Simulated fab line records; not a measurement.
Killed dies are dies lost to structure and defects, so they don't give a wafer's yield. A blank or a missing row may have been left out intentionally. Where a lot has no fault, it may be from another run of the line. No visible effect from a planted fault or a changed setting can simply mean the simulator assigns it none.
The tool behind it: which one? ; flow sky130 ; Sampling: 15 lots, 45 wafers, 6 of 708 route steps

== WHAT THE GAUGES SHOWED, per wafer ==
SKY_VIA2_BOW_MEAS_03. Usual: VIA2_BOW gives 86 um (standard deviation 7.3).
lot;measured;on;VIA2_BOW (um);flag
L663;day 36 10:04;film_metro-02;87 93 83;
L665;day 36 22:22;film_metro-03;84 83 84;
L666;day 37 00:40;film_metro-03;82 88 89;
L668;day 37 11:29;film_metro-04;76 87 84;
L669;day 37 18:37;film_metro-02;79 82 102;
L670;day 38 06:04;film_metro-03;84 76 93;
L671;day 38 08:31;film_metro-04;90 95 86;
L672;day 38 16:44;film_metro-03;81 92 92;
L675;day 39 16:40;film_metro-04;84 84 67;
L677;day 40 02:50;film_metro-03;83 78 91;
L679;day 40 09:20;film_metro-04;80 95 83;
L681;day 41 01:29;film_metro-02;88 87 91;
L683;day 41 15:13;film_metro-03;85 83 83;
L684;day 41 23:23;film_metro-04;86 98 99;
L685;day 42 06:17;film_metro-03;84 94 81;

SKY_VIA2_CD_MEAS_12: target cd 200 nm. Usual: 200.4 nm for cd_nm, sd 1.5.
lot;measured;on;cd_nm (nm);flag
L663;day 37 11:29;cd_sem-02;200.5 201.2 200.6;
L665;day 37 23:09;cd_sem-02;201.2 201.8 200.2;
L666;day 38 02:01;cd_sem-01;200.6 201.1 201.3;
L668;day 38 12:51;cd_sem-01;201.4 200.6 198.9;
L669;day 38 20:30;cd_sem-01;199.5 199.4 198.4;
L670;day 39 07:21;cd_sem-02;202.9 199.6 201.4;
L671;day 39 09:11;cd_sem-02;202.8 200.7 202.5;
L672;day 39 17:29;cd_sem-01;199.5 199.2 199.3;
L675;day 40 16:46;cd_sem-02;200.2 200.0 200.1;
L677;day 41 02:45;cd_sem-02;202.3 202.2 202.8;
L679;day 41 09:11;cd_sem-01;198.6 198.5 199.8;
L681;day 42 01:22;cd_sem-01;202.1 203.0 202.4;
L683;day 42 14:42;cd_sem-01;201.5 201.8 201.3;
L684;day 42 22:19;cd_sem-02;199.1 199.7 200.5;
L685;day 43 05:39;cd_sem-01;197.2 197.5 196.1;

SKY_METAL5_RS_MEAS_05: measures by four-point-probe. Usual: METAL5_ALCU_RS gives 0.02691 ohm/sq (standard deviation 0.00027).
lot;measured;on;METAL5_ALCU_RS (ohm/sq);flag
L663;day 43 21:02;film_metro-04;0.02677 0.02671 0.02656;
L665;day 44 07:09;film_metro-03;0.02663 0.02683 0.02642;
L666;day 44 10:51;film_metro-04;0.02636 0.02639 0.0265;
L668;day 44 20:01;film_metro-01;0.02711 0.02225 0.02229;OFF
L669;day 45 02:43;film_metro-01;0.02716 0.02725 0.0272;
L670;day 45 13:59;film_metro-04;0.02713 0.02213 0.02719;OFF
L671;day 45 14:16;film_metro-03;0.027 0.02694 0.02694;
L672;day 45 21:44;film_metro-03;0.02673 0.02227 0.02709;OFF
L675;day 46 19:18;film_metro-04;0.02733 0.02699 0.02723;
L677;day 47 03:16;film_metro-01;0.02714 0.02695 0.02725;
L679;day 47 11:17;film_metro-01;0.02666 0.02667 0.02635;
L681;day 47 21:53;film_metro-03;0.02699 0.02701 0.0268;
L683;day 48 11:02;film_metro-03;0.02709 0.02681 0.02691;
L684;day 48 15:49;film_metro-01;0.02704 0.02721 0.02748;
L685;day 48 22:52;film_metro-01;0.02704 0.02717 0.02697;

SKY_METAL5_THK_MEAS_06: measures by xrf. Usual: METAL5_ALCU_THK gives 1174 nm (standard deviation 13).
lot;measured;on;METAL5_ALCU_THK (nm);flag
L663;day 43 21:08;film_metro-04;1180 1181 1185;
L665;day 44 07:16;film_metro-03;1188 1175 1189;
L666;day 44 10:58;film_metro-04;1205 1197 1195;
L668;day 44 20:08;film_metro-01;1172 1428 1424;OFF
L669;day 45 02:50;film_metro-01;1175 1169 1163;
L670;day 45 14:05;film_metro-04;1166 1427 1163;OFF
L671;day 45 14:23;film_metro-03;1167 1172 1168;
L672;day 45 21:51;film_metro-03;1171 1412 1156;OFF
L675;day 46 19:25;film_metro-04;1155 1175 1163;
L677;day 47 03:23;film_metro-01;1160 1168 1151;
L679;day 47 11:24;film_metro-01;1184 1173 1193;
L681;day 47 21:59;film_metro-03;1171 1180 1177;
L683;day 48 11:10;film_metro-03;1160 1169 1166;
L684;day 48 15:55;film_metro-01;1167 1161 1150;
L685;day 48 22:59;film_metro-01;1170 1167 1179;

== EACH LOT AND THE TOOL THAT RAN IT (in order: tool; ch and the chambers of the sampled wafers; start) ==
lot;SKY_METAL3_SPUTTER_04;SKY_METAL5_SPUTTER_02
L663;pvd_sputter-02, day 37 13:05;pvd_sputter-04, day 43 20:53
L665;pvd_sputter-02, day 38 00:49;pvd_sputter-04, day 44 07:02
L666;pvd_sputter-02, day 38 03:38;pvd_sputter-01, day 44 10:43
L668;pvd_sputter-04, day 38 14:30;pvd_sputter-04, day 44 19:53
L669;pvd_sputter-04, day 38 22:10;pvd_sputter-03, day 45 02:35
L670;pvd_sputter-03, day 39 08:58;pvd_sputter-04, day 45 13:50
L671;pvd_sputter-03, day 39 10:49;pvd_sputter-01, day 45 14:08
L672;pvd_sputter-03, day 39 19:07;pvd_sputter-04, day 45 21:37
L675;pvd_sputter-02, day 40 18:26;pvd_sputter-03, day 46 19:10
L677;pvd_sputter-02, day 41 04:23;pvd_sputter-01, day 47 03:08
L679;pvd_sputter-02, day 41 10:52;pvd_sputter-01, day 47 11:10
L681;pvd_sputter-02, day 42 02:59;pvd_sputter-01, day 47 21:44
L683;pvd_sputter-04, day 42 16:28;pvd_sputter-01, day 48 10:55
L684;pvd_sputter-02, day 42 23:53;pvd_sputter-04, day 48 15:40
L685;pvd_sputter-04, day 43 07:19;pvd_sputter-04, day 48 22:44
- SKY_METAL3_SPUTTER_04: material TiN, target thk 70 nm, time 58.3 s.
- SKY_METAL5_SPUTTER_02: material AlCu, target thk 1150 nm, time 61.2 s.

== AS READ BY THE TOOLS THEMSELVES (means over the sampled wafers that have a number; for cases with no such wafer, the mark the record gives instead) ==
SKY_METAL3_SPUTTER_04. Usual: cathode_dc_power_W 6500.2 W, standard deviation 1.2; throttle_valve_pct 30.4 %, standard deviation 1.3.
lot;tool;cathode_dc_power_W (W);throttle_valve_pct (%);flag
L663;pvd_sputter-02;6500.3;31.1;
L665;pvd_sputter-02;6500.2;30.7;
L666;pvd_sputter-02;6501.0;30.4;
L668;pvd_sputter-04;6500.8;29.1;
L669;pvd_sputter-04;6500.9;29.2;
L670;pvd_sputter-03;6500.9;31.7;
L671;pvd_sputter-03;6501.1;30.8;
L672;pvd_sputter-03;6500.9;30.6;
L675;pvd_sputter-02;6500.2;30.2;
L677;pvd_sputter-02;6500.8;31.3;
L679;pvd_sputter-02;6499.6;30.1;
L681;pvd_sputter-02;6499.7;30.1;
L683;pvd_sputter-04;6500.4;30.0;
L684;pvd_sputter-02;6499.9;30.9;
L685;pvd_sputter-04;6500.0;30.4;

SKY_METAL5_SPUTTER_02. Usual: cathode_dc_power_W 10600 W, standard deviation 2.1; throttle_valve_pct 30.2 %, standard deviation 1.3.
lot;tool;cathode_dc_power_W (W);throttle_valve_pct (%);flag
L663;pvd_sputter-04;10600;29.3;
L665;pvd_sputter-04;10601;30.5;
L666;pvd_sputter-01;10600;30.9;
L668;pvd_sputter-04;10600;31.2;
L669;pvd_sputter-03;10599;30.7;
L670;pvd_sputter-04;10600;29.4;
L671;pvd_sputter-01;10601;29.7;
L672;pvd_sputter-04;10602;29.8;
L675;pvd_sputter-03;10599;30.5;
L677;pvd_sputter-01;10602;29.7;
L679;pvd_sputter-01;10600;30.8;
L681;pvd_sputter-01;10601;29.6;
L683;pvd_sputter-01;10597;29.6;
L684;pvd_sputter-04;10600;29.3;
L685;pvd_sputter-04;10600;30.3;

== THE ANSWER, worked out from the rows above alone ==
Rule: lot off if the mean of its wafers having a number is beyond 3 standard deviations from the usual mean. A lot without any number at a reading at which 4 lots or more have one is off too. The other lots that the step has rows for count as sound. First the gauges in route order, then the tools' own readings, where a lot's mean is used as printed above. The first step at which some lot is off is used, and at that step the reading that is off furthest; a lot without a number counts as furthest.
Off: L668, L670, L672, at SKY_METAL5_RS_MEAS_05 (METAL5_ALCU_RS).
A tool fits if, at a process step before that reading, it ran every lot that is off, and no sound lot after the first of them. The gauges at SKY_METAL5_RS_MEAS_05 are tried like those tools. Of those tried, none fits.

== WHAT THE SIMULATOR HAD PUT IN ==
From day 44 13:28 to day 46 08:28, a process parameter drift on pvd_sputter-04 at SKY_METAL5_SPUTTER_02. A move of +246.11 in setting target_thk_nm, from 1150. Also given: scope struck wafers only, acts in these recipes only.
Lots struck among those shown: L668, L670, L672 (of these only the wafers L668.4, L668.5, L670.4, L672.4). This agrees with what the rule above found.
